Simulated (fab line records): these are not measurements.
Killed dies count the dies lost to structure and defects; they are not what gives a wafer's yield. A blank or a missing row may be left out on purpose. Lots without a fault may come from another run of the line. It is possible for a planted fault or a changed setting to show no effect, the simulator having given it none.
What tool caused it? / flow gf180mcu / 14 lots, 42 wafers sampled, at 2 steps of a route of 602

## WHAT EACH GAUGE READ, for each wafer
GF_SAB_CD_MEAS_09 targets a cd of 420 nm.
lot=L473; measured=day 16 20:46; on=cd-sem-01; cd-nm (nm)=419.3 418.3 417.8
lot=L474; measured=day 17 09:00; on=cd-sem-02; cd-nm (nm)=415.2 414.5 415.4
lot=L475; measured=day 17 12:22; on=cd-sem-02; cd-nm (nm)=419.5 417.0 420.3
lot=L476; measured=day 18 02:07; on=cd-sem-01; cd-nm (nm)=418.4 417.6 418.8
lot=L480; measured=day 19 10:26; on=cd-sem-01; cd-nm (nm)=420.4 419.0 419.2
lot=L484; measured=day 20 16:15; on=cd-sem-01; cd-nm (nm)=421.7 420.1 420.2
lot=L485; measured=day 21 07:40; on=cd-sem-02; cd-nm (nm)=422.0 421.4 422.4
lot=L486; measured=day 21 12:07; on=cd-sem-02; cd-nm (nm)=417.6 415.1 418.0
lot=L488; measured=day 21 23:55; on=cd-sem-02; cd-nm (nm)=420.3 420.6 420.0
lot=L489; measured=day 22 11:29; on=cd-sem-02; cd-nm (nm)=422.2 422.4 421.8
lot=L491; measured=day 23 05:34; on=cd-sem-02; cd-nm (nm)=417.2 419.7 416.1
lot=L492; measured=day 23 07:11; on=cd-sem-02; cd-nm (nm)=422.4 420.5 421.7
lot=L494; measured=day 23 21:25; on=cd-sem-01; cd-nm (nm)=419.2 423.6 424.5
lot=L495; measured=day 24 06:55; on=cd-sem-02; cd-nm (nm)=417.6 417.9 418.0

GF_SAB_OVL_MEAS_10.
lot=L473; measured=day 16 20:53; on=overlay-02; SAB_OVL (nm)=-1.4 -2.1 -2.1
lot=L474; measured=day 17 09:07; on=overlay-01; SAB_OVL (nm)=-3.0 -3.1 -0.5
lot=L475; measured=day 17 12:29; on=overlay-01; SAB_OVL (nm)=-1.1 0.9 0.5
lot=L476; measured=day 18 02:14; on=overlay-01; SAB_OVL (nm)=-1.4 -1.1 0.0
lot=L480; measured=day 19 10:32; on=overlay-01; SAB_OVL (nm)=1.8 0.3 -0.9
lot=L484; measured=day 20 16:20; on=overlay-02; SAB_OVL (nm)=-2.1 -0.9 0.8
lot=L485; measured=day 21 07:47; on=overlay-01; SAB_OVL (nm)=1.1 0.7 0.8
lot=L486; measured=day 21 12:14; on=overlay-01; SAB_OVL (nm)=0.7 0.5 1.4
lot=L488; measured=day 22 00:02; on=overlay-02; SAB_OVL (nm)=-0.5 -1.2 -2.0
lot=L489; measured=day 22 11:35; on=overlay-01; SAB_OVL (nm)=0.8 1.9 1.7
lot=L491; measured=day 23 05:38; on=overlay-01; SAB_OVL (nm)=-1.7 -1.9 -0.1
lot=L492; measured=day 23 07:17; on=overlay-01; SAB_OVL (nm)=-0.4 2.2 0.9
lot=L494; measured=day 23 21:32; on=overlay-01; SAB_OVL (nm)=1.8 0.6 1.5
lot=L495; measured=day 24 07:00; on=overlay-01; SAB_OVL (nm)=-0.5 1.7 0.6

## EACH LOT AND THE TOOL THAT RAN IT (in order: tool; ch and the chambers of the sampled wafers; start)
Before these readings, the record contains no process step.

## WHAT THE TOOLS THEMSELVES READ (means of the sampled wafers that have a number; where no wafer has one, the mark that the record gives instead)
The record holds no such reading with a usual standard deviation.

## THE ANSWER, worked out from the rows above alone
Rule: the lots themselves supply what counts as usual. The widest of any qualifying gaps counts: lots, ordered by their means at a reading, are off when they make up no more than a third of the lots, leave a main group of 4 or more, and stand apart from it by 3 or more times the standard deviation of that group's means. If all means in a main group match to the digits the tables above print for the reading, that group is not used. Also off: a lot with no number at a reading for which 4 or more lots have one. All remaining lots with rows at the step are treated as sound. The gauges are gone through in route order, then the tools' own readings, and for those a lot's mean is taken as printed above. The first step at which some lot is off is used, and at that step the reading that is off furthest; a lot without a number counts as furthest.
No lot is off on any of the readings shown, so nothing can be concluded from this.

## WHAT THE SIMULATOR PUT IN
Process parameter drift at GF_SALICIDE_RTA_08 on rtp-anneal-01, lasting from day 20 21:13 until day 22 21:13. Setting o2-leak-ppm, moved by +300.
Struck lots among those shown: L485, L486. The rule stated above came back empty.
